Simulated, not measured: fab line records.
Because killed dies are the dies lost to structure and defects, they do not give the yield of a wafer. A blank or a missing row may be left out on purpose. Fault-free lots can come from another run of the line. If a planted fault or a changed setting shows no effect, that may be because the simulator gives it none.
Struck lot and sound lot, side by side + flow sky130 + 16 steps out of a route of 708
Sound: the wafers L555.1, L555.2, L555.3. Struck: wafer L558.2 (left out: L558.3, L558.5 of the same lot, which were not struck); the cause appears at the end.
Per side, at each step with rows, come the tool, then ch with its chambers, and then its first start. Under that, the readings that differ: sound wafers + struck wafers + difference of the means + sigmas: that difference in standard deviations of wafers without a fault.
alike: same words and numbers on both sides, and readings whose means sit less than 2 such deviations apart. not compared: any withheld reading, any reading some wafer has no value for, any bound like >300 that may hide the same value, and any number with overlapping values for which the record gives no deviation.
The two part at a step that has a row with sigmas, a row that says differs or no value, or rows on one side only. Numbers that don't overlap but have no deviation are shown without sigmas and don't part them. Lack of a reading on every wafer of one side parts them only where that side has two or more wafers.

first, 3 steps without rows for these wafers: SKY_METAL1_EXPOSE_12 (exposes mask MM1, target cd 140 nm); SKY_METAL1_PEB_13; SKY_METAL1_DEVELOP_14 (develop time 60 s).
SKY_METAL1_CD_MEAS_15: the cd target is 140 nm.
  sound: cd-sem-01 at day 35 08:13; struck: cd-sem-01 at day 36 14:56
  alike: cd-nm
SKY_METAL1_OVL_MEAS_16:
  sound: overlay-01 at day 35 08:20; struck: overlay-02 at day 36 15:02
| reading         | sound    | struck | difference | sigmas |
|-----------------|----------|--------|------------|--------|
| METAL1_OVL (nm) | -1 -4 -4 | 11     | +14        | +2     |
SKY_METAL1_DESCUM_17: chemistry O2, time 8 s.
  sound on rie-metal-03 ch 0,1, day 35 08:23; struck on rie-metal-03 ch 1, day 36 15:04
  alike: drypump-motor-current-A, oes-product-au
  not compared: rf-hours-counter-h
SKY_METAL1_ETCH_18: etches BARC in N2/H2, stops on SiO2, time 45.9 s, target depth 60 nm.
  sound on rie-metal-03 ch 0,1, day 35 08:25; struck on rie-metal-03 ch 1, day 36 15:06
  alike: drypump-motor-current-A, oes-product-au, throttle-valve-pct
  not compared: rf-hours-counter-h
SKY_METAL1_METAL_ETCH_19: etches the open film in Cl2/BCl3, stops on SiO2, target depth 360 nm, time 78 s.
  sound on rie-metal-03 ch 0,1, day 35 08:28; struck on rie-metal-03 ch 1, day 36 15:10
| reading               | sound             | struck | difference | sigmas |
|-----------------------|-------------------|--------|------------|--------|
| bcl3-flow-sccm (sccm) | 29.90 29.83 29.83 | 30.05  | +0.20      | +2     |
  alike: drypump-motor-current-A, oes-product-au, throttle-valve-pct
  not compared: rf-hours-counter-h
SKY_METAL1_STRIP_20: strips in O2/N2.
  sound on plasma-asher-02 ch 0,1, day 35 08:34; struck on plasma-asher-01 ch 0, day 36 15:15
  alike: drypump-motor-current-A, oes-product-au, strip-time-to-endpoint-s
  not compared: rf-hours-counter-h
then, 3 steps without rows for these wafers: SKY_METAL1_STRIP_21 (strips in post etch residue remover, time 1200 s); SKY_METAL1_CLEAN_22 (cleans in IPA, time 180 s); SKY_METAL1_CLEAN_23 (cleans in O3/DIW).
SKY_VIA1_HDPCVD_00: deposits SiO2, target thk 1030 nm, time 171.7 s.
  sound on hdpcvd-02 ch 0,1,2, day 35 09:10; struck on hdpcvd-02 ch 0, day 36 15:53
| reading                                  | sound             | struck | difference | sigmas      |
|------------------------------------------|-------------------|--------|------------|-------------|
| sih4-flow-sccm (sccm)                    | 59.94 59.88 60.10 | 90.11  | +30.14     | +99 or more |
| model.SiO2_of_VIA1_HDPCVD_00.thk-nm (nm) | 1038 1036 1040    | 1542   | +504       |             |
SKY_VIA1_THK_MEAS_01:
  sound: film-metro-04 at day 35 09:16; struck: film-metro-04 at day 36 16:14
| reading              | sound          | struck | difference | sigmas |
|----------------------|----------------|--------|------------|--------|
| VIA1_HDPCVD_THK (nm) | 1039 1036 1040 | 1541   | +503       | +42    |
  not compared: hold
SKY_VIA1_CMP_02: polishes SiO2.
  sound on cmp-01 ch 1,2,3, day 35 09:20; struck on cmp-02 ch 0, day 36 19:03
| reading | sound | struck                   | difference                   | sigmas |
|---------|-------|--------------------------|------------------------------|--------|
| hold    | - - - | await-dispo/2.5h/release | no value on the sound wafers |        |
  alike: motor-current-A
SKY_PAD_OPEN_PROBE_99:
  rows exist in the record for the sound wafers here (prober-02, day 47 17:40), none for the struck ones

== WHERE THEY PART ==
Earliest at SKY_METAL1_OVL_MEAS_16; latest, in this record, at SKY_PAD_OPEN_PROBE_99.

WHY: whatever the simulator had introduced
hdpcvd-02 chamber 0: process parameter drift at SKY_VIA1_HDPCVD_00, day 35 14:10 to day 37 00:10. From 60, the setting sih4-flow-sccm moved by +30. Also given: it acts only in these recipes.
